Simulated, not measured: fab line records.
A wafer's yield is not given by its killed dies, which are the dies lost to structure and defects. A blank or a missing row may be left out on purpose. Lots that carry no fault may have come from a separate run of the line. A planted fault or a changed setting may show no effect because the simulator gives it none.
One fault seen from 2 desks + flow sky130 + each desk has only its own numbers; what lay behind them comes last

TOOL OWNER'S DESK, cvd-w-02
The tool's own readings at SKY_VIA4_CVD_18 (deposits W, target thk 505 nm, time 152.14 s): means of the sampled wafers that have a number, for each lot that ran on this tool. A lot is out of limits, marked OUT, if its mean lies more than 4 standard deviations from the usual mean; the brackets give that distance.
Columns: A = heater-power-outer-w at SKY_VIA4_CVD_18, usual 526 W; B = heater-power-w at SKY_VIA4_CVD_18, usual 832 W; C = susceptor-temp-C at SKY_VIA4_CVD_18, usual 400.02 C
| lot  | first seen here | A   | B   | C                |
|------|-----------------|-----|-----|------------------|
| L712 | day 42 14:00    | 513 | 824 | 400.13           |
| L714 | day 43 04:01    | 515 | 816 | 400.12           |
| L718 | day 44 09:12    | 518 | 811 | 400.00           |
| L719 | day 44 20:44    | 512 | 816 | 400.31           |
| L720 | day 45 13:00    | 543 | 818 | 400.02           |
| L724 | day 46 08:52    | 536 | 833 | 400.18           |
| L725 | day 46 09:54    | 515 | 826 | 400.03           |
| L726 | day 46 11:52    | 484 | 767 | 389.85 (-42) OUT |
| L733 | day 48 02:28    | 481 | 772 | 389.71 (-43) OUT |
This desk finds L726, L733 out of limits, L726 being first, at day 46 11:52 (susceptor-temp-C at SKY_VIA4_CVD_18). L712, L714, L718, L719, L720, L724, L725 stayed within limits.

FROM THE METROLOGY DESK
What the gauges read for every lot (on any tool): the sampled wafers with a number, averaged. A lot is out of limits, marked OUT, if its mean lies more than 4 standard deviations from the usual mean; the brackets give that distance.
Columns: A = CAP2M_TIN_THK at SKY_CAP2M_THK_MEAS_04, usual 198.5 nm; B = cd-nm at SKY_METAL4_CD_MEAS_13, usual 299.8 nm; C = VIA4_W_RS at SKY_VIA4_RS_MEAS_19, usual 0.226 ohm/sq; D = VIA4_W_THK at SKY_VIA4_THK_MEAS_20, usual 502 nm
| lot  | first seen here | A     | B     | C               | D              |
|------|-----------------|-------|-------|-----------------|----------------|
| L712 | day 39 12:07    | 199.7 | 300.5 | 0.230           | 500            |
| L714 | day 40 02:27    | 197.9 | 297.9 | 0.225           | 508            |
| L718 | day 41 09:37    | 197.0 | 298.8 | 0.228           | 503            |
| L719 | day 41 20:59    | 198.9 | 300.9 | 0.228           | 501            |
| L720 | day 42 14:59    | 197.2 | 299.6 | 0.224           | 502            |
| L724 | day 43 14:13    | 201.9 | 298.7 | 0.228           | 499            |
| L725 | day 43 14:16    | 197.1 | 302.1 | 0.225           | 501            |
| L726 | day 43 17:45    | 201.3 | 300.8 | 0.276 (+11) OUT | 420 (-8.2) OUT |
| L730 | day 45 03:27    | 199.2 | 299.6 | 0.225           | 505            |
| L733 | day 45 12:30    | 198.6 | 297.9 | 0.278 (+12) OUT | 415 (-8.7) OUT |
This desk finds L726, L733 out of limits, with the earliest case on L726 at day 46 12:02 (VIA4_W_RS at SKY_VIA4_RS_MEAS_19). L712, L714, L718, L719, L720, L724, L725, L730 stayed within limits.

ALL TOGETHER
On L726, L733, at day 46 11:52, an alarm was possible from the tool owner's desk.
On L726, L733, the metrology desk was in a position to raise an alarm at day 46 12:02.
All the named lots went through SKY_VIA4_CVD_18 on cvd-w-02.

WHAT WAS PUT IN BY THE SIMULATOR
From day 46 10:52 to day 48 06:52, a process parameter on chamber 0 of cvd-w-02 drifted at SKY_VIA4_CVD_18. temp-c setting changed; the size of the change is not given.
Struck lots among those shown: L726, L733.
Hours from the fault's start to each desk's first reading out of limits: the tool owner's desk, 1; the metrology desk, 1.
